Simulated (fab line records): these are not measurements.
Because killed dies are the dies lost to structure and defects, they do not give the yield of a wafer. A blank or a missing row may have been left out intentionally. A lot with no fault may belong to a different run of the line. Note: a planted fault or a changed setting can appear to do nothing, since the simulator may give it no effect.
A struck lot beside a sound one + flow sky130 + 20 steps out of a route of 708
Sound: wafers L950.1, L950.2, L950.4. Wafers L957.4, L957.5, L957.6 were the ones struck. The cause comes at the end.
For every step that has rows: the tool of each side, followed by ch and its chambers, followed by its first start. Under that, the readings that differ: sound wafers + struck wafers + difference of the means + sigmas: that difference in standard deviations of wafers without a fault.
alike: readings with means less than 2 such deviations apart, plus words and numbers identical on both sides. not compared: withheld readings, readings lacking a value on some wafer, bounds such as >300 that could conceal the same value, and numbers that have no deviation in the record and whose values overlap.
A row with sigmas, a row that says differs or no value, or rows on one side alone: a step with any of these is where the two part. Non-overlapping numbers with no deviation appear without sigmas and do not part them. A reading missing from all wafers of one side parts the sides only when that side holds two or more wafers.

SKY_LDD_HVP_OVL_MEAS_07:
  sound on overlay-02 at day 22 19:13; struck on overlay-01 at day 25 10:59
  alike: LDD_HVP_OVL
following that, these wafers have no rows for 1 step: SKY_LDD_HVP_IMPLANT_08.
SKY_LDD_HVP_STRIP_09: strips in O2/N2.
  sound on plasmaAsher-01 ch 0,1, day 22 19:24; struck on plasmaAsher-04 ch 0,1, day 25 11:11
  alike: drypumpMotorCurrentA, oesProductAu, stripTimeToEndpointS
  not compared: rfHoursCounterH
SKY_LDD_HVP_TW_MEAS_10:
  sound on filmMetro-04 at day 22 19:30; struck on filmMetro-01 at day 25 11:17
  alike: LDD_HVP_TW
then, 7 steps without rows for these wafers: SKY_LDD_LDN_DEHYDRATE_00 (time 60 s); SKY_LDD_LDN_HMDS_01 (prime time 60 s); SKY_LDD_LDN_COAT_02 (resist thk 1140 nm); SKY_LDD_LDN_SOFTBAKE_03 (time 60 s); SKY_LDD_LDN_EXPOSE_04 (exposes mask LDNTM, target cd 700 nm); SKY_LDD_LDN_PEB_05; SKY_LDD_LDN_DEVELOP_06 (develop time 60 s).
SKY_LDD_LDN_OVL_MEAS_07:
  sound on overlay-02 at day 24 02:07; struck on overlay-01 at day 26 15:50
  alike: LDD_LDN_OVL
SKY_LDD_LDN_IMPLANT_08:
  sound on implanter-03 ch 0, day 24 02:09; struck on implanter-03 ch 0, day 26 15:55
| reading                  | sound             | struck            | difference | sigmas |
|--------------------------|-------------------|-------------------|------------|--------|
| implantIonAmu            | 75 75 75          | 31 31 31          | -44        |        |
| model.implant.rpNm (nm)  | 13.25 13.25 13.25 | 22.78 22.78 22.78 | +9.53      |        |
| model.implant.drpNm (nm) | 5.933 5.933 5.933 | 10.9 10.9 10.9    | +5.0       |        |
  alike: rotationDeg
then, 3 steps without rows for these wafers: SKY_LDD_LDN_IMPLANT_09; SKY_LDD_LDN_IMPLANT_10; SKY_LDD_LDN_IMPLANT_11.
SKY_LDD_LDN_STRIP_12: strips in O2/N2.
  sound on plasmaAsher-03 ch 0,1, day 24 02:45; struck on plasmaAsher-02 ch 0,1, day 26 16:29
  alike: drypumpMotorCurrentA, oesProductAu, stripTimeToEndpointS
  not compared: rfHoursCounterH
SKY_LDD_LDN_TW_MEAS_13:
  sound on filmMetro-03 at day 24 02:51; struck on filmMetro-04 at day 26 16:35
| reading    | sound          | struck         | difference | sigmas |
|------------|----------------|----------------|------------|--------|
| LDD_LDN_TW | 1480 1476 1476 | 1417 1414 1414 | -62        | -7     |
then, 1 step without rows for these wafers: SKY_LDD_LDN_CLEAN_14 (cleans in SC1/SC2, time 150 s).
-- a jump in the record: the struck wafers' starts before and after are 22 days apart (it breaks off in module LDD_LDN and resumes in module PAD_OPEN, where the first step shown is number 708 of the route) --
SKY_PAD_OPEN_PROBE_99:
  sound on prober-02 at day 46 18:41; struck on prober-01 at day 48 13:47
| reading                                 | sound                   | struck                  | difference | sigmas |
|-----------------------------------------|-------------------------|-------------------------|------------|--------|
| model.etest.tipSonos.rsOhmSq            | 2627 2620 2646          | 1939 1993 1966          | -665       |        |
| model.etest.sonosUncharged.rOnOhmUm     | 806.4 825.2 799.7       | 767 760.2 784           | -40        |        |
| model.etest.sonosProgrammed.offLog10AUm | -13.88 -13.98 -13.97    | -12.55 -12.21 -12.72    | +1.45      |        |
| model.etest.sonosProgrammed.vtV (V)     | 1.363 1.378 1.43        | 1.321 1.298 1.331       | -0.074     |        |
| model.etest.sonosBaked.vtV (V)          | 0.9417 0.9436 0.961     | 0.8008 0.7955 0.829     | -0.1403    |        |
| model.etest.sonosUncharged.vtV (V)      | -0.4546 -0.4486 -0.4786 | -0.5405 -0.5862 -0.5376 | -0.0942    |        |
| model.etest.sonosErased.vtV (V)         | -2.22 -2.184 -2.189     | -2.398 -2.429 -2.452    | -0.229     |        |
  alike: killed_at_M0_to_M3, killed_at_M4_up, killedAtContacts, killedAtFrontEnd, killedAtOther, killedDies, killedOpen, killedShort

== WHERE THEY PART ==
SKY_LDD_LDN_TW_MEAS_13 only, going by this record. Later steps at which nothing parts them and some readings are alike: SKY_PAD_OPEN_PROBE_99.

WHY: the cause the simulator had injected
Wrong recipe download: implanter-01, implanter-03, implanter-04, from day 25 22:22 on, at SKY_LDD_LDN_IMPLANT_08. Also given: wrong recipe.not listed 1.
